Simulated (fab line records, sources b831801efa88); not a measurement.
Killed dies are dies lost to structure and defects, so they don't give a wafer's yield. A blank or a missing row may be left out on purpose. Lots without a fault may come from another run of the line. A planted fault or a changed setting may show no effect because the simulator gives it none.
One fault seen from 2 desks | flow gf180mcu | each desk has only its own numbers; what lay behind them comes last

THE TOOL OWNER'S DESK: litho_track-03
The tool's own readings at GF_DNWELL_COAT_02 (resist thk 3000 nm): means of the sampled wafers that have a number, for each lot that ran on this tool. A lot is out of limits, marked OUT, if its mean lies more than 4 standard deviations from the usual mean; the brackets give that distance.
Columns: A = dispense_pressure_kPa at GF_DNWELL_COAT_02, usual 53 kPa
lot  | first seen here | A
L550 | day 3 06:01     | 58
L554 | day 4 01:58     | 58
L557 | day 4 17:10     | 58
L565 | day 6 12:21     | 58
L568 | day 7 02:57     | 58
This desk's finding: nothing out of limits on any of the 5 lots.

THE METROLOGY DESK
What the gauges read, lot by lot, whatever tool the lot ran on: means of the sampled wafers that have a number. A lot is out of limits, marked OUT, if its mean lies more than 4 standard deviations from the usual mean; the brackets give that distance.
Columns: A = LVPWELL_OVL at GF_LVPWELL_OVL_MEAS_07, usual 0.8 nm; B = LVPWELL_TW at GF_LVPWELL_TW_MEAS_11, usual 569
lot  | first seen here | A    | B
L547 | day 3 19:25     | -0.8 | 566
L548 | day 4 02:14     | 1.2  | 574
L550 | day 4 17:52     | -2.8 | 568
L552 | day 5 01:07     | 2.7  | 573
L554 | day 5 13:34     | 0.1  | 571
L557 | day 6 05:49     | 1.9  | 571
L561 | day 7 03:16     | -2.2 | 569
L565 | day 8 03:56     | 1.0  | 565
L567 | day 8 13:46     | 1.1  | 566
L568 | day 8 20:17     | 1.2  | 568
L569 | day 9 01:37     | -0.1 | 566
L570 | day 9 07:57     | 1.1  | 570
This desk's finding: nothing out of limits on any of the 12 lots.

PUT TOGETHER
The tool owner's desk saw nothing out of limits.
The metrology desk saw nothing out of limits.

WHAT THE SIMULATOR HAD PUT IN
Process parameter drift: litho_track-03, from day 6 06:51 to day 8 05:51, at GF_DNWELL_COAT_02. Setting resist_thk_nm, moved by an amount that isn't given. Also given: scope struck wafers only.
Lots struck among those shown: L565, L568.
